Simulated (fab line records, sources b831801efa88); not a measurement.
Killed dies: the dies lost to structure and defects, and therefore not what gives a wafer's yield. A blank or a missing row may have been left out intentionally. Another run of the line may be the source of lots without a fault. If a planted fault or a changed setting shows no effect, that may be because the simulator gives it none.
fab line records :: flow sfq-line
record:
  lots: 14
  wafers: 42
  last-day: 97
route steps=325 shown I3@135 I4@163
lots that met no fault: taken from a fault-free run of the same line
start-h: hours from the record's first day to the start of the lot's first wafer shown :: wait-h: hours from the lot's prior step to this one :: " as in the row above :: L1.1+2: a row that stands for several wafers :: - no value, or no start was given :: * or withheld: withheld :: < > ~ a bound
route shown NAME@n: names a module that has steps shown in the file, with the first one's number in the route :: usual: mean/standard deviation taken from wafers without a fault :: same: alike in all rows :: chamber/n: place in a boat :: sites: each site's reading :: _std_site: how widely they spread, as a standard deviation :: _edge_site: mean of outer sites minus mean of inner sites :: radius-mm: how far each site lies from the wafer's centre :: mask NAME#n: copy n :: behind: the last tool/chamber to shape the wafer :: hold: cause of the lot's hold/its duration in hours/its outcome :: device: whichever transistor did not switch (one of n, p or np) :: end of line: tests run on the same wafers once the route is complete :: step lacking rows: just its recipe :: killed: at the first sort, the dies lost to defects and structure; wafer yield is something else :: map: shows each die of a wafer: x if killed, . if not, _ if none is there
set.NAME: the setting that was run; set.NAME@STEP: the one run at that earlier step :: model.NAME: the simulator's own value behind a step, which no gauge read
steps of the route over a sample of lots; a table a step, a row a wafer
services: from which hour (start-h, from the record's first day; less than 0 if before it) a tool's chamber was out of use, for how many hours, and why
== steps ==
step: SFQ_I3_BOW_MEAS_922
recipe:
  mode: bow
usual:
  I3_BOW: 5/8.8
lot.wafer: L623.1
tool: film-metro-04
chamber: -
start-h: 1098.56
wait-h: 2.0
I3_BOW[um]: -3

lot.wafer: L623.2
tool: film-metro-04
chamber: -
start-h: 1098.56
wait-h: 2.0
I3_BOW[um]: 13

lot.wafer: L623.5
tool: film-metro-04
chamber: -
start-h: 1098.56
wait-h: 2.0
I3_BOW[um]: -2

lot.wafer: L624.1
tool: film-metro-03
chamber: -
start-h: 1099.96
wait-h: 2.5
I3_BOW[um]: 5

lot.wafer: L624.2
tool: film-metro-03
chamber: -
start-h: 1099.96
wait-h: 2.5
I3_BOW[um]: 1

lot.wafer: L624.5
tool: film-metro-03
chamber: -
start-h: 1099.96
wait-h: 2.5
I3_BOW[um]: 8

lot.wafer: L625.1
tool: film-metro-04
chamber: -
start-h: 1106.08
wait-h: 1.5
I3_BOW[um]: 14

lot.wafer: L625.5
tool: film-metro-04
chamber: -
start-h: 1106.08
wait-h: 1.5
I3_BOW[um]: 6

lot.wafer: L625.6
tool: film-metro-04
chamber: -
start-h: 1106.08
wait-h: 1.5
I3_BOW[um]: 3

lot.wafer: L626.2
tool: film-metro-04
chamber: -
start-h: 1123.76
wait-h: 2.5
I3_BOW[um]: 4

lot.wafer: L626.3
tool: film-metro-04
chamber: -
start-h: 1123.76
wait-h: 2.5
I3_BOW[um]: -9

lot.wafer: L626.6
tool: film-metro-04
chamber: -
start-h: 1123.76
wait-h: 2.5
I3_BOW[um]: -7

lot.wafer: L627.3
tool: film-metro-01
chamber: -
start-h: 1150.27
wait-h: 2.0
I3_BOW[um]: 0

lot.wafer: L627.4
tool: film-metro-01
chamber: -
start-h: 1150.27
wait-h: 2.0
I3_BOW[um]: 1

lot.wafer: L627.6
tool: film-metro-01
chamber: -
start-h: 1150.27
wait-h: 2.0
I3_BOW[um]: -2

lot.wafer: L628.1
tool: film-metro-01
chamber: -
start-h: 1159.23
wait-h: 1.0
I3_BOW[um]: 0

lot.wafer: L628.4
tool: film-metro-01
chamber: -
start-h: 1159.23
wait-h: 1.0
I3_BOW[um]: -2

lot.wafer: L628.5
tool: film-metro-01
chamber: -
start-h: 1159.23
wait-h: 1.0
I3_BOW[um]: 4

lot.wafer: L631.3
tool: film-metro-04
chamber: -
start-h: 1197.26
wait-h: 1.0
I3_BOW[um]: 12

lot.wafer: L631.4
tool: film-metro-04
chamber: -
start-h: 1197.26
wait-h: 1.0
I3_BOW[um]: 19

lot.wafer: L631.5
tool: film-metro-04
chamber: -
start-h: 1197.26
wait-h: 1.0
I3_BOW[um]: 14

lot.wafer: L634.3
tool: film-metro-01
chamber: -
start-h: 1222.06
wait-h: 1.0
I3_BOW[um]: -10

lot.wafer: L634.4
tool: film-metro-01
chamber: -
start-h: 1222.06
wait-h: 1.0
I3_BOW[um]: 2

lot.wafer: L634.5
tool: film-metro-01
chamber: -
start-h: 1222.06
wait-h: 1.0
I3_BOW[um]: -7

lot.wafer: L635.1
tool: film-metro-01
chamber: -
start-h: 1228.02
wait-h: 1.0
I3_BOW[um]: 0

lot.wafer: L635.2
tool: film-metro-01
chamber: -
start-h: 1228.02
wait-h: 1.0
I3_BOW[um]: 1

lot.wafer: L635.4
tool: film-metro-01
chamber: -
start-h: 1228.02
wait-h: 1.0
I3_BOW[um]: 2

lot.wafer: L639.3
tool: film-metro-04
chamber: -
start-h: 1277.71
wait-h: 2.5
I3_BOW[um]: 5

lot.wafer: L639.5
tool: film-metro-04
chamber: -
start-h: 1277.71
wait-h: 2.5
I3_BOW[um]: 11

lot.wafer: L639.6
tool: film-metro-04
chamber: -
start-h: 1277.71
wait-h: 2.5
I3_BOW[um]: 0

lot.wafer: L640.3
tool: film-metro-01
chamber: -
start-h: 1281.31
wait-h: 2.5
I3_BOW[um]: 0

lot.wafer: L640.4
tool: film-metro-01
chamber: -
start-h: 1281.31
wait-h: 2.5
I3_BOW[um]: 3

lot.wafer: L640.5
tool: film-metro-01
chamber: -
start-h: 1281.31
wait-h: 2.5
I3_BOW[um]: 1

lot.wafer: L642.2
tool: film-metro-04
chamber: -
start-h: 1289.42
wait-h: 1.0
I3_BOW[um]: 13

lot.wafer: L642.5
tool: film-metro-04
chamber: -
start-h: 1289.42
wait-h: 1.0
I3_BOW[um]: -3

lot.wafer: L642.6
tool: film-metro-04
chamber: -
start-h: 1289.42
wait-h: 1.0
I3_BOW[um]: 4

lot.wafer: L645.1
tool: film-metro-01
chamber: -
start-h: 1314.16
wait-h: 1.0
I3_BOW[um]: -1

lot.wafer: L645.5
tool: film-metro-01
chamber: -
start-h: 1314.16
wait-h: 1.0
I3_BOW[um]: 11

lot.wafer: L645.6
tool: film-metro-01
chamber: -
start-h: 1314.16
wait-h: 1.0
I3_BOW[um]: 12

lot.wafer: L646.1
tool: film-metro-01
chamber: -
start-h: 1318.74
wait-h: 2.2
I3_BOW[um]: 5

lot.wafer: L646.4
tool: film-metro-01
chamber: -
start-h: 1318.74
wait-h: 2.2
I3_BOW[um]: -2

lot.wafer: L646.6
tool: film-metro-01
chamber: -
start-h: 1318.74
wait-h: 2.2
I3_BOW[um]: 13
step: SFQ_TRILAYER_I3_VIA_LITHO_PEB_088
recipe:
  peb-temp-c: 115
  peb-time-s: 60
  resist: KrF
usual:
  heater-power-total-W: 79.15/0.073
  plate-temp-C: 115.07/0.13
same:
  peb-time-s: 60
lot.wafer: L623.1
tool: litho-track-03
chamber: 0
start-h: 1101.95
wait-h: 1.0
heater-power-total-W: 79.05
plate-temp-C: 115.21

lot.wafer: L623.2
tool: litho-track-03
chamber: 0
start-h: 1101.95
wait-h: 1.0
heater-power-total-W: 79.18
plate-temp-C: 114.98

lot.wafer: L623.5
tool: litho-track-03
chamber: 0
start-h: 1101.95
wait-h: 1.0
heater-power-total-W: 79.15
plate-temp-C: 115.05

lot.wafer: L624.1
tool: litho-track-04
chamber: 0
start-h: 1130.85
wait-h: 1.0
heater-power-total-W: 79.07
plate-temp-C: 114.87

lot.wafer: L624.2
tool: litho-track-04
chamber: 0
start-h: 1130.85
wait-h: 1.0
heater-power-total-W: 79.18
plate-temp-C: 115.06

lot.wafer: L624.5
tool: litho-track-04
chamber: 0
start-h: 1130.85
wait-h: 1.0
heater-power-total-W: 79.21
plate-temp-C: 115.04

lot.wafer: L625.1
tool: litho-track-03
chamber: 0
start-h: 1132.05
wait-h: 1.0
heater-power-total-W: 79.24
plate-temp-C: 115.30

lot.wafer: L625.5
tool: litho-track-03
chamber: 0
start-h: 1132.05
wait-h: 1.0
heater-power-total-W: 79.16
plate-temp-C: 115.00

lot.wafer: L625.6
tool: litho-track-03
chamber: 0
start-h: 1132.05
wait-h: 1.0
heater-power-total-W: 79.11
plate-temp-C: 115.14

lot.wafer: L626.2
tool: litho-track-03
chamber: 0
start-h: 1134.28
wait-h: 0.8
heater-power-total-W: 79.13
plate-temp-C: 115.15

lot.wafer: L626.3
tool: litho-track-03
chamber: 0
start-h: 1134.28
wait-h: 0.8
heater-power-total-W: 79.25
plate-temp-C: 114.84

lot.wafer: L626.6
tool: litho-track-03
chamber: 0
start-h: 1134.28
wait-h: 0.8
heater-power-total-W: 79.02
plate-temp-C: 115.19

lot.wafer: L627.3
tool: litho-track-04
chamber: 0
start-h: 1153.55
wait-h: 0.7
heater-power-total-W: 79.17
plate-temp-C: 115.07

lot.wafer: L627.4
tool: litho-track-04
chamber: 0
start-h: 1153.55
wait-h: 0.7
heater-power-total-W: 79.22
plate-temp-C: 114.92

lot.wafer: L627.6
tool: litho-track-04
chamber: 0
start-h: 1153.55
wait-h: 0.7
heater-power-total-W: 79.26
plate-temp-C: 114.92

lot.wafer: L628.1
tool: litho-track-02
chamber: 0
start-h: 1162.50
wait-h: 1.0
heater-power-total-W: 79.16
plate-temp-C: 115.03

lot.wafer: L628.4
tool: litho-track-02
chamber: 0
start-h: 1162.50
wait-h: 1.0
heater-power-total-W: 79.29
plate-temp-C: 114.98

lot.wafer: L628.5
tool: litho-track-02
chamber: 0
start-h: 1162.50
wait-h: 1.0
heater-power-total-W: 79.14
plate-temp-C: 114.90

lot.wafer: L631.3
tool: litho-track-03
chamber: 0
start-h: 1345.59
wait-h: 0.7
heater-power-total-W: 79.10
plate-temp-C: 115.01

lot.wafer: L631.4
tool: litho-track-03
chamber: 0
start-h: 1345.59
wait-h: 0.7
heater-power-total-W: 79.17
plate-temp-C: 115.23

lot.wafer: L631.5
tool: litho-track-03
chamber: 0
start-h: 1345.59
wait-h: 0.7
heater-power-total-W: 79.05
plate-temp-C: 115.13

lot.wafer: L634.3
tool: litho-track-03
chamber: 0
start-h: 1368.39
wait-h: 0.7
heater-power-total-W: 75.80
plate-temp-C: 111.39

lot.wafer: L634.4
tool: litho-track-03
chamber: 0
start-h: 1368.39
wait-h: 0.7
heater-power-total-W: 75.92
plate-temp-C: 111.42

lot.wafer: L634.5
tool: litho-track-03
chamber: 0
start-h: 1368.39
wait-h: 0.7
heater-power-total-W: 75.80
plate-temp-C: 111.26

lot.wafer: L635.1
tool: litho-track-03
chamber: 0
start-h: 1374.34
wait-h: 1.0
heater-power-total-W: 75.89
plate-temp-C: 111.61

lot.wafer: L635.2
tool: litho-track-03
chamber: 0
start-h: 1374.34
wait-h: 1.0
heater-power-total-W: 75.68
plate-temp-C: 111.37

lot.wafer: L635.4
tool: litho-track-03
chamber: 0
start-h: 1374.34
wait-h: 1.0
heater-power-total-W: 75.95
plate-temp-C: 111.33

lot.wafer: L639.3
tool: litho-track-04
chamber: 0
start-h: 1424.92
wait-h: 0.7
heater-power-total-W: 79.17
plate-temp-C: 115.19

lot.wafer: L639.5
tool: litho-track-04
chamber: 0
start-h: 1424.92
wait-h: 0.7
heater-power-total-W: 79.23
plate-temp-C: 115.04

lot.wafer: L639.6
tool: litho-track-04
chamber: 0
start-h: 1424.92
wait-h: 0.7
heater-power-total-W: 79.12
plate-temp-C: 115.16

lot.wafer: L640.3
tool: litho-track-04
chamber: 0
start-h: 1427.32
wait-h: 0.7
heater-power-total-W: 79.17
plate-temp-C: 115.33

lot.wafer: L640.4
tool: litho-track-04
chamber: 0
start-h: 1427.32
wait-h: 0.7
heater-power-total-W: 79.04
plate-temp-C: 115.25

lot.wafer: L640.5
tool: litho-track-04
chamber: 0
start-h: 1427.32
wait-h: 0.7
heater-power-total-W: 79.16
plate-temp-C: 115.18

lot.wafer: L642.2
tool: litho-track-02
chamber: 0
start-h: 1435.69
wait-h: 0.8
heater-power-total-W: 79.14
plate-temp-C: 115.10

lot.wafer: L642.5
tool: litho-track-02
chamber: 0
start-h: 1435.69
wait-h: 0.8
heater-power-total-W: 79.11
plate-temp-C: 115.13

lot.wafer: L642.6
tool: litho-track-02
chamber: 0
start-h: 1435.69
wait-h: 0.8
heater-power-total-W: 79.15
plate-temp-C: 115.06

lot.wafer: L645.1
tool: litho-track-03
chamber: 0
start-h: 1458.06
wait-h: 1.0
heater-power-total-W: 79.25
plate-temp-C: 114.98

lot.wafer: L645.5
tool: litho-track-03
chamber: 0
start-h: 1458.06
wait-h: 1.0
heater-power-total-W: 79.22
plate-temp-C: 115.20

lot.wafer: L645.6
tool: litho-track-03
chamber: 0
start-h: 1458.06
wait-h: 1.0
heater-power-total-W: 79.16
plate-temp-C: 115.09

lot.wafer: L646.1
tool: litho-track-02
chamber: 0
start-h: 1462.86
wait-h: 1.0
heater-power-total-W: 79.09
plate-temp-C: 114.93

lot.wafer: L646.4
tool: litho-track-02
chamber: 0
start-h: 1462.86
wait-h: 1.0
heater-power-total-W: 79.17
plate-temp-C: 115.29

lot.wafer: L646.6
tool: litho-track-02
chamber: 0
start-h: 1462.86
wait-h: 1.0
heater-power-total-W: 79.01
plate-temp-C: 115.08
step: SFQ_TRILAYER_I3_VIA_STRIP_STRIP_089
recipe:
  gas: O2
  power-w: 200
  platen-temp-c: 40
  overash-fraction: 0.65
  chemistry: O2
  pressure-mtorr: 50
usual:
  drypump-motor-current-A: 5.6/0.42
  oes-product-au: 0.999/0.0079
lot.wafer: L623.1
tool: rie-metal-01
chamber: 1
start-h: 1102.44
wait-h: -
drypump-motor-current-A: 5.3
oes-product-au: 0.990
rf-hours-counter-h: 113

lot.wafer: L623.2
tool: rie-metal-01
chamber: 0
start-h: 1102.44
wait-h: -
drypump-motor-current-A: 5.9
oes-product-au: 0.999
rf-hours-counter-h: 7

lot.wafer: L623.5
tool: rie-metal-01
chamber: 0
start-h: 1102.44
wait-h: -
drypump-motor-current-A: 5.9
oes-product-au: 0.991
rf-hours-counter-h: -

lot.wafer: L624.1
tool: rie-metal-02
chamber: 0
start-h: 1131.34
wait-h: -
drypump-motor-current-A: 6.0
oes-product-au: 1.006
rf-hours-counter-h: 16

lot.wafer: L624.2
tool: rie-metal-02
chamber: 1
start-h: 1131.34
wait-h: -
drypump-motor-current-A: 6.3
oes-product-au: 1.012
rf-hours-counter-h: 130

lot.wafer: L624.5
tool: rie-metal-02
chamber: 0
start-h: 1131.34
wait-h: -
drypump-motor-current-A: 6.0
oes-product-au: 1.002
rf-hours-counter-h: -

lot.wafer: L625.1
tool: rie-metal-01
chamber: 1
start-h: 1132.54
wait-h: -
drypump-motor-current-A: 5.4
oes-product-au: 0.985
rf-hours-counter-h: 117

lot.wafer: L625.5
tool: rie-metal-01
chamber: 1
start-h: 1132.54
wait-h: -
drypump-motor-current-A: 5.4
oes-product-au: 0.988
rf-hours-counter-h: -

lot.wafer: L625.6
tool: rie-metal-01
chamber: 0
start-h: 1132.54
wait-h: -
drypump-motor-current-A: 5.9
oes-product-au: 0.989
rf-hours-counter-h: -

lot.wafer: L626.2
tool: rie-metal-03
chamber: 0
start-h: 1134.94
wait-h: -
drypump-motor-current-A: 5.5
oes-product-au: 1.002
rf-hours-counter-h: -

lot.wafer: L626.3
tool: rie-metal-03
chamber: 0
start-h: 1134.94
wait-h: -
drypump-motor-current-A: 5.6
oes-product-au: 1.005
rf-hours-counter-h: -

lot.wafer: L626.6
tool: rie-metal-03
chamber: 0
start-h: 1134.94
wait-h: -
drypump-motor-current-A: 5.6
oes-product-au: 1.004
rf-hours-counter-h: -

lot.wafer: L627.3
tool: rie-metal-02
chamber: 0
start-h: 1154.39
wait-h: -
drypump-motor-current-A: 6.1
oes-product-au: 0.997
rf-hours-counter-h: -

lot.wafer: L627.4
tool: rie-metal-02
chamber: 0
start-h: 1154.39
wait-h: -
drypump-motor-current-A: 6.0
oes-product-au: 1.004
rf-hours-counter-h: -

lot.wafer: L627.6
tool: rie-metal-02
chamber: 0
start-h: 1154.39
wait-h: -
drypump-motor-current-A: 6.1
oes-product-au: 1.011
rf-hours-counter-h: -

lot.wafer: L628.1
tool: rie-metal-03
chamber: 0
start-h: 1162.99
wait-h: -
drypump-motor-current-A: 5.6
oes-product-au: 0.999
rf-hours-counter-h: 74

lot.wafer: L628.4
tool: rie-metal-03
chamber: 1
start-h: 1162.99
wait-h: -
drypump-motor-current-A: 4.8
oes-product-au: 0.984
rf-hours-counter-h: -

lot.wafer: L628.5
tool: rie-metal-03
chamber: 1
start-h: 1162.99
wait-h: -
drypump-motor-current-A: 4.8
oes-product-au: 0.995
rf-hours-counter-h: -

lot.wafer: L631.3
tool: rie-metal-01
chamber: 1
start-h: 1346.23
wait-h: -
drypump-motor-current-A: 5.4
oes-product-au: 1.004
rf-hours-counter-h: -

lot.wafer: L631.4
tool: rie-metal-01
chamber: 0
start-h: 1346.23
wait-h: -
drypump-motor-current-A: 5.9
oes-product-au: 1.007
rf-hours-counter-h: -

lot.wafer: L631.5
tool: rie-metal-01
chamber: 1
start-h: 1346.23
wait-h: -
drypump-motor-current-A: 5.4
oes-product-au: 0.999
rf-hours-counter-h: -

lot.wafer: L634.3
tool: rie-metal-02
chamber: 1
start-h: 1369.03
wait-h: -
drypump-motor-current-A: 6.3
oes-product-au: 0.997
rf-hours-counter-h: -

lot.wafer: L634.4
tool: rie-metal-02
chamber: 0
start-h: 1369.03
wait-h: -
drypump-motor-current-A: 6.0
oes-product-au: 0.997
rf-hours-counter-h: -

lot.wafer: L634.5
tool: rie-metal-02
chamber: 1
start-h: 1369.03
wait-h: -
drypump-motor-current-A: 6.3
oes-product-au: 1.014
rf-hours-counter-h: -

lot.wafer: L635.1
tool: rie-metal-02
chamber: 1
start-h: 1374.83
wait-h: -
drypump-motor-current-A: 6.3
oes-product-au: 0.999
rf-hours-counter-h: 25

lot.wafer: L635.2
tool: rie-metal-02
chamber: 0
start-h: 1374.83
wait-h: -
drypump-motor-current-A: 6.0
oes-product-au: 0.991
rf-hours-counter-h: 48

lot.wafer: L635.4
tool: rie-metal-02
chamber: 0
start-h: 1374.83
wait-h: -
drypump-motor-current-A: 6.0
oes-product-au: 0.995
rf-hours-counter-h: -

lot.wafer: L639.3
tool: rie-metal-03
chamber: 0
start-h: 1425.56
wait-h: -
drypump-motor-current-A: 5.6
oes-product-au: 1.010
rf-hours-counter-h: -

lot.wafer: L639.5
tool: rie-metal-03
chamber: 0
start-h: 1425.56
wait-h: -
drypump-motor-current-A: 5.5
oes-product-au: 1.017
rf-hours-counter-h: -

lot.wafer: L639.6
tool: rie-metal-03
chamber: 1
start-h: 1425.56
wait-h: -
drypump-motor-current-A: 4.8
oes-product-au: 0.998
rf-hours-counter-h: -

lot.wafer: L640.3
tool: rie-metal-02
chamber: 1
start-h: 1427.96
wait-h: -
drypump-motor-current-A: 6.3
oes-product-au: 1.002
rf-hours-counter-h: -

lot.wafer: L640.4
tool: rie-metal-02
chamber: 0
start-h: 1427.96
wait-h: -
drypump-motor-current-A: 6.0
oes-product-au: 1.011
rf-hours-counter-h: -

lot.wafer: L640.5
tool: rie-metal-02
chamber: 0
start-h: 1427.96
wait-h: -
drypump-motor-current-A: 6.0
oes-product-au: 1.002
rf-hours-counter-h: -

lot.wafer: L642.2
tool: rie-metal-01
chamber: 0
start-h: 1436.16
wait-h: -
drypump-motor-current-A: 5.9
oes-product-au: 1.012
rf-hours-counter-h: 49

lot.wafer: L642.5
tool: rie-metal-01
chamber: 0
start-h: 1436.16
wait-h: -
drypump-motor-current-A: 5.9
oes-product-au: 1.000
rf-hours-counter-h: -

lot.wafer: L642.6
tool: rie-metal-01
chamber: 1
start-h: 1436.16
wait-h: -
drypump-motor-current-A: 5.4
oes-product-au: 1.004
rf-hours-counter-h: -

lot.wafer: L645.1
tool: rie-metal-01
chamber: 0
start-h: 1458.54
wait-h: -
drypump-motor-current-A: 5.8
oes-product-au: 1.002
rf-hours-counter-h: 52

lot.wafer: L645.5
tool: rie-metal-01
chamber: 1
start-h: 1458.54
wait-h: -
drypump-motor-current-A: 5.4
oes-product-au: 0.998
rf-hours-counter-h: -

lot.wafer: L645.6
tool: rie-metal-01
chamber: 0
start-h: 1458.54
wait-h: -
drypump-motor-current-A: 5.9
oes-product-au: 0.989
rf-hours-counter-h: -

lot.wafer: L646.1
tool: rie-metal-01
chamber: 1
start-h: 1463.34
wait-h: -
drypump-motor-current-A: 5.4
oes-product-au: 0.994
rf-hours-counter-h: 28

lot.wafer: L646.4
tool: rie-metal-01
chamber: 1
start-h: 1463.34
wait-h: -
drypump-motor-current-A: 5.4
oes-product-au: 0.994
rf-hours-counter-h: -

lot.wafer: L646.6
tool: rie-metal-01
chamber: 1
start-h: 1463.34
wait-h: -
drypump-motor-current-A: 5.3
oes-product-au: 0.998
rf-hours-counter-h: -
step: SFQ_TRILAYER_I4_DEP_PECVD_099
recipe:
  material: SiO2
  temp-c: 150
  time-s: 111.11
  pressure-torr: 2.4
  rf-w: 183.3
  precursor: SiH4/N2O
  target-thk-nm: 500
usual:
  heater-power-w: 80/14
  throttle-valve-pct: 24.9/1.5
lot.wafer: L623.1
tool: pecvd-04
chamber: 1
start-h: 1253.07
wait-h: 0.0
heater-power-w: 91
throttle-valve-pct: 25.4

lot.wafer: L623.2
tool: pecvd-04
chamber: 2
start-h: 1253.07
wait-h: 0.0
heater-power-w: 61
throttle-valve-pct: 25.6

lot.wafer: L623.5
tool: pecvd-04
chamber: 2
start-h: 1253.07
wait-h: 0.0
heater-power-w: 64
throttle-valve-pct: 25.5

lot.wafer: L624.1
tool: pecvd-04
chamber: 2
start-h: 1277.32
wait-h: 0.0
heater-power-w: 74
throttle-valve-pct: 25.7

lot.wafer: L624.2
tool: pecvd-04
chamber: 1
start-h: 1277.32
wait-h: 0.0
heater-power-w: 86
throttle-valve-pct: 25.3

lot.wafer: L624.5
tool: pecvd-04
chamber: 1
start-h: 1277.32
wait-h: 0.0
heater-power-w: 90
throttle-valve-pct: 25.2

lot.wafer: L625.1
tool: pecvd-02
chamber: 2
start-h: 1280.92
wait-h: 0.0
heater-power-w: 74
throttle-valve-pct: 24.4

lot.wafer: L625.5
tool: pecvd-02
chamber: 1
start-h: 1280.92
wait-h: 0.0
heater-power-w: 79
throttle-valve-pct: 26.2

lot.wafer: L625.6
tool: pecvd-02
chamber: 2
start-h: 1280.92
wait-h: 0.0
heater-power-w: 77
throttle-valve-pct: 24.7

lot.wafer: L626.2
tool: pecvd-04
chamber: 0
start-h: 1284.52
wait-h: 0.0
heater-power-w: 110
throttle-valve-pct: 24.6

lot.wafer: L626.3
tool: pecvd-04
chamber: 2
start-h: 1284.52
wait-h: 0.0
heater-power-w: 71
throttle-valve-pct: 25.6

lot.wafer: L626.6
tool: pecvd-04
chamber: 1
start-h: 1284.52
wait-h: 0.0
heater-power-w: 81
throttle-valve-pct: 25.5

lot.wafer: L627.3
tool: pecvd-04
chamber: 1
start-h: 1300.12
wait-h: 0.0
heater-power-w: 97
throttle-valve-pct: 25.4

lot.wafer: L627.4
tool: pecvd-04
chamber: 1
start-h: 1300.12
wait-h: 0.0
heater-power-w: 80
throttle-valve-pct: 25.6

lot.wafer: L627.6
tool: pecvd-04
chamber: 0
start-h: 1300.12
wait-h: 0.0
heater-power-w: 111
throttle-valve-pct: 24.8

lot.wafer: L628.1
tool: pecvd-01
chamber: 1
start-h: 1309.52
wait-h: 0.0
heater-power-w: 76
throttle-valve-pct: 24.6

lot.wafer: L628.4
tool: pecvd-01
chamber: 0
start-h: 1309.52
wait-h: 0.0
heater-power-w: 62
throttle-valve-pct: 27.1

lot.wafer: L628.5
tool: pecvd-01
chamber: 1
start-h: 1309.52
wait-h: 0.0
heater-power-w: 78
throttle-valve-pct: 24.7

lot.wafer: L631.3
tool: pecvd-04
chamber: 1
start-h: 1350.37
wait-h: 0.0
heater-power-w: 92
throttle-valve-pct: 25.4

lot.wafer: L631.4
tool: pecvd-04
chamber: 0
start-h: 1350.37
wait-h: 0.0
heater-power-w: 107
throttle-valve-pct: 24.7

lot.wafer: L631.5
tool: pecvd-04
chamber: 1
start-h: 1350.37
wait-h: 0.0
heater-power-w: 96
throttle-valve-pct: 25.1

lot.wafer: L634.3
tool: pecvd-02
chamber: 2
start-h: 1373.15
wait-h: 0.0
heater-power-w: 85
throttle-valve-pct: 22.1

lot.wafer: L634.4
tool: pecvd-02
chamber: 2
start-h: 1373.15
wait-h: 0.0
heater-power-w: 70
throttle-valve-pct: 22.2

lot.wafer: L634.5
tool: pecvd-02
chamber: 0
start-h: 1373.15
wait-h: 0.0
heater-power-w: 97
throttle-valve-pct: 23.5

lot.wafer: L635.1
tool: pecvd-01
chamber: 0
start-h: 1379.54
wait-h: 0.0
heater-power-w: 68
throttle-valve-pct: 27.4

lot.wafer: L635.2
tool: pecvd-01
chamber: 2
start-h: 1379.54
wait-h: 0.0
heater-power-w: 70
throttle-valve-pct: 27.1

lot.wafer: L635.4
tool: pecvd-01
chamber: 2
start-h: 1379.54
wait-h: 0.0
heater-power-w: 55
throttle-valve-pct: 27.2

lot.wafer: L639.3
tool: pecvd-04
chamber: 1
start-h: 1460.87
wait-h: 0.0
heater-power-w: 82
throttle-valve-pct: 25.5

lot.wafer: L639.5
tool: pecvd-04
chamber: 1
start-h: 1460.87
wait-h: 0.0
heater-power-w: 86
throttle-valve-pct: 25.3

lot.wafer: L639.6
tool: pecvd-04
chamber: 2
start-h: 1460.87
wait-h: 0.0
heater-power-w: 67
throttle-valve-pct: 25.6

lot.wafer: L640.3
tool: pecvd-02
chamber: 0
start-h: 1462.07
wait-h: 0.0
heater-power-w: 89
throttle-valve-pct: 23.5

lot.wafer: L640.4
tool: pecvd-02
chamber: 1
start-h: 1462.07
wait-h: 0.0
heater-power-w: 76
throttle-valve-pct: 24.1

lot.wafer: L640.5
tool: pecvd-02
chamber: 0
start-h: 1462.07
wait-h: 0.0
heater-power-w: 94
throttle-valve-pct: 23.3

lot.wafer: L642.2
tool: pecvd-04
chamber: 1
start-h: 1465.67
wait-h: 0.0
heater-power-w: 93
throttle-valve-pct: 25.5

lot.wafer: L642.5
tool: pecvd-04
chamber: 2
start-h: 1465.67
wait-h: 0.0
heater-power-w: 74
throttle-valve-pct: 25.2

lot.wafer: L642.6
tool: pecvd-04
chamber: 1
start-h: 1465.67
wait-h: 0.0
heater-power-w: 97
throttle-valve-pct: 25.4

lot.wafer: L645.1
tool: pecvd-04
chamber: 1
start-h: 1471.25
wait-h: 0.0
heater-power-w: 95
throttle-valve-pct: 25.3

lot.wafer: L645.5
tool: pecvd-04
chamber: 1
start-h: 1471.25
wait-h: 0.0
heater-power-w: 95
throttle-valve-pct: 25.2

lot.wafer: L645.6
tool: pecvd-04
chamber: 0
start-h: 1471.25
wait-h: 0.0
heater-power-w: 112
throttle-valve-pct: 24.5

lot.wafer: L646.1
tool: pecvd-02
chamber: 0
start-h: 1473.65
wait-h: 0.0
heater-power-w: 93
throttle-valve-pct: 23.7

lot.wafer: L646.4
tool: pecvd-02
chamber: 2
start-h: 1473.65
wait-h: 0.0
heater-power-w: 71
throttle-valve-pct: 22.2

lot.wafer: L646.6
tool: pecvd-02
chamber: 0
start-h: 1473.65
wait-h: 0.0
heater-power-w: 96
throttle-valve-pct: 23.7
== services ==
tool: pecvd-04
chamber: -
start-h: 1119.99
hours: 0.5
kind: repair

tool: pecvd-02
chamber: -
start-h: 1122.56
hours: 0.8
kind: repair

tool: rie-metal-01
chamber: 1
start-h: 1138.92
hours: 8.7
kind: repair

tool: pecvd-02
chamber: 0
start-h: 1155.07
hours: 3.8
kind: repair

tool: pecvd-04
chamber: 1
start-h: 1156.82
hours: 6.3
kind: repair

tool: rie-metal-01
chamber: -
start-h: 1163.17
hours: 0.1
kind: repair

tool: rie-metal-02
chamber: -
start-h: 1169.69
hours: 4.3
kind: pm

tool: rie-metal-01
chamber: -
start-h: 1189.04
hours: 1.4
kind: pm

tool: pecvd-02
chamber: 2
start-h: 1197.81
hours: 4.2
kind: repair

tool: pecvd-02
chamber: -
start-h: 1236.77
hours: 1.7
kind: repair

tool: rie-metal-02
chamber: 1
start-h: 1242.44
hours: 1.6
kind: repair

tool: pecvd-02
chamber: 1
start-h: 1258.51
hours: 3.5
kind: repair

tool: pecvd-04
chamber: -
start-h: 1281.19
hours: 0.8
kind: repair

tool: pecvd-04
chamber: -
start-h: 1316.42
hours: 8.4
kind: repair

tool: pecvd-02
chamber: -
start-h: 1316.75
hours: 14.0
kind: pm

tool: rie-metal-02
chamber: -
start-h: 1327.47
hours: 1.0
kind: repair

tool: pecvd-02
chamber: -
start-h: 1330.75
hours: 5.5
kind: pm

tool: pecvd-04
chamber: -
start-h: 1355.41
hours: 28.1
kind: pm

tool: rie-metal-02
chamber: 1
start-h: 1375.93
hours: 2.5
kind: repair

tool: pecvd-04
chamber: 0
start-h: 1394.32
hours: 14.4
kind: repair

tool: pecvd-02
chamber: -
start-h: 1401.11
hours: 2.8
kind: pm

tool: pecvd-04
chamber: 1
start-h: 1415.42
hours: 4.9
kind: repair

tool: pecvd-04
chamber: -
start-h: 1445.59
hours: 1.2
kind: repair

tool: rie-metal-01
chamber: -
start-h: 1464.02
hours: 0.3
kind: repair
== key ==
first-sign:
  step: SFQ_TRILAYER_I3_VIA_LITHO_PEB_088
  reading: heater-power-total-W
  direction: down
  sigmas: 45
  usual: 79.15
  struck: 75.84
effect:
  step: SFQ_TRILAYER_I3_VIA_LITHO_PEB_088
  reading: plate-temp-C
  direction: down
  sigmas: 29
  usual: *
  struck: *
met-at SFQ_TRILAYER_I3_VIA_LITHO_PEB_088
struck-lots L634,L635
not-acting-at SFQ_I3_BOW_MEAS_922,SFQ_TRILAYER_I3_VIA_STRIP_STRIP_089,SFQ_TRILAYER_I4_DEP_PECVD_099
onset-between 1345.59 1368.39
fault:
  kind: process-parameter-drift
  tool: litho-track-03
  chamber: -
  onset-h: 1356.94
  steps: SFQ_TRILAYER_I3_VIA_LITHO_PEB_088
  channel: peb-temp-c
  offset: *
  shape: step
  end-h: 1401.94
  acts-in: *
  stated: *
